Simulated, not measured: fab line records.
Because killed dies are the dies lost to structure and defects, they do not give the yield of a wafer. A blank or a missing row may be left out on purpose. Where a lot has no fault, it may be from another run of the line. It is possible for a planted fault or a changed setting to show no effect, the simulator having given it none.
Struck lot and sound lot, side by side -- flow sfqLine -- 13 steps out of a route of 325
Sound: wafers L226.2, L226.3, L226.6. Struck: wafer L232.4. (L232.3 of the same lot was not struck and is left out.) The cause comes at the end.
Per side, at each step with rows, come the tool, then ch with its chambers, and then its first start. Under that, the readings that differ: sound wafers -- struck wafers -- difference of the means -- sigmas: that difference in standard deviations of wafers without a fault.
alike: readings whose means differ by less than 2 such deviations, and words and numbers that are the same on both sides. not compared: withheld readings, readings that some wafer has no value for, bounds like >300 that may hide the same value, and numbers for which the record gives no deviation and whose values overlap.
Wherever a step has rows on one side only, a row that says differs or no value, or a row with sigmas, the two part there. Non-overlapping numbers with no deviation appear without sigmas and do not part them. Lack of a reading on every wafer of one side parts them only where that side has two or more wafers.

SFQ_INCOMING_BOW_MEAS_900:
  sound on filmMetro-02, day 1 20:01; struck on filmMetro-02, day 3 02:02
  alike: INCOMING_BOW
then, 1 step without rows for these wafers: SFQ_TRILAYER_INCOMING_OXIDATION_002 (target thk 500 nm, ox time 4939 s).
SFQ_TRILAYER_L0_DEP_SPUTTER_003: material MoNx KI, target thk 40 nm, time 100 s.
  sound on pvdSputter-05, day 1 22:29; struck on pvdSputter-05, day 3 04:29
  alike: throttleValvePct
SFQ_L0_RS_MEAS_901: measurement is done with a four-point probe.
  sound on filmMetro-01, day 1 22:35; struck on filmMetro-02, day 3 04:36
  alike: L0_MONX_KI_RS
SFQ_L0_THK_MEAS_902: measures by xrf.
  sound on filmMetro-01, day 1 22:41; struck on filmMetro-02, day 3 04:42
  alike: L0_MONX_KI_THK
SFQ_TRILAYER_L0_LITHO_COAT_010: resist thk 62 nm.
  sound on lithoTrack-01 ch 0, day 1 22:47; struck on lithoTrack-03 ch 0, day 3 04:50
reading,sound,struck,difference,sigmas
model.BARC_of_TRILAYER_L0_LITHO_COAT_010.thkNm (nm),62.06 62.16 62.1,58.12,-3.99,
  alike: resistLineTempC, spinSpeedRpm
then, 5 steps without rows for these wafers: SFQ_TRILAYER_L0_LITHO_COAT_005 (resist thk 600 nm); SFQ_TRILAYER_L0_LITHO_SOFTBAKE_009; SFQ_TRILAYER_L0_LITHO_EXPOSE_006 (exposes mask L0, target cd 2000 nm); SFQ_TRILAYER_L0_LITHO_PEB_008 (peb time 60 s); SFQ_TRILAYER_L0_LITHO_DEVELOP_007 (time 60 s).
-- the record jumps here: 3 days lie between the struck wafers' starts before and after --
SFQ_TRILAYER_L0_BARC_OPEN_METAL_ETCH_010: etches BARC in O2, target depth 125 nm, time 41.7 s.
  sound on rieMetal-02 ch 0,1, day 4 22:13; struck on rieMetal-01 ch 0, day 5 23:57
reading,sound,struck,difference,sigmas
drypumpMotorCurrentA (A),6.6 5.9 6.6,5.3,-1.1,-2
model.etch.depthNm (nm),62.06 62.16 62.1,58.12,-3.99,
  alike: oesProductAu
  not compared: rfHoursCounterH
SFQ_TRILAYER_L0_ETCH_METAL_ETCH_008: etches MoNx KI in SF6/O2, stops on SiO2, target depth 50 nm, time 25 s.
  sound on rieMetal-02 ch 0,1, day 4 22:16; struck on rieMetal-01 ch 0, day 6 00:01
reading,sound,struck,difference,sigmas
drypumpMotorCurrentA (A),6.6 5.9 6.6,5.3,-1.1,-2
  alike: oesProductAu
  not compared: rfHoursCounterH

== WHERE THEY PART ==
Earliest at SFQ_TRILAYER_L0_BARC_OPEN_METAL_ETCH_010; latest, in this record, at SFQ_TRILAYER_L0_ETCH_METAL_ETCH_008.

WHY: what the simulator had put in
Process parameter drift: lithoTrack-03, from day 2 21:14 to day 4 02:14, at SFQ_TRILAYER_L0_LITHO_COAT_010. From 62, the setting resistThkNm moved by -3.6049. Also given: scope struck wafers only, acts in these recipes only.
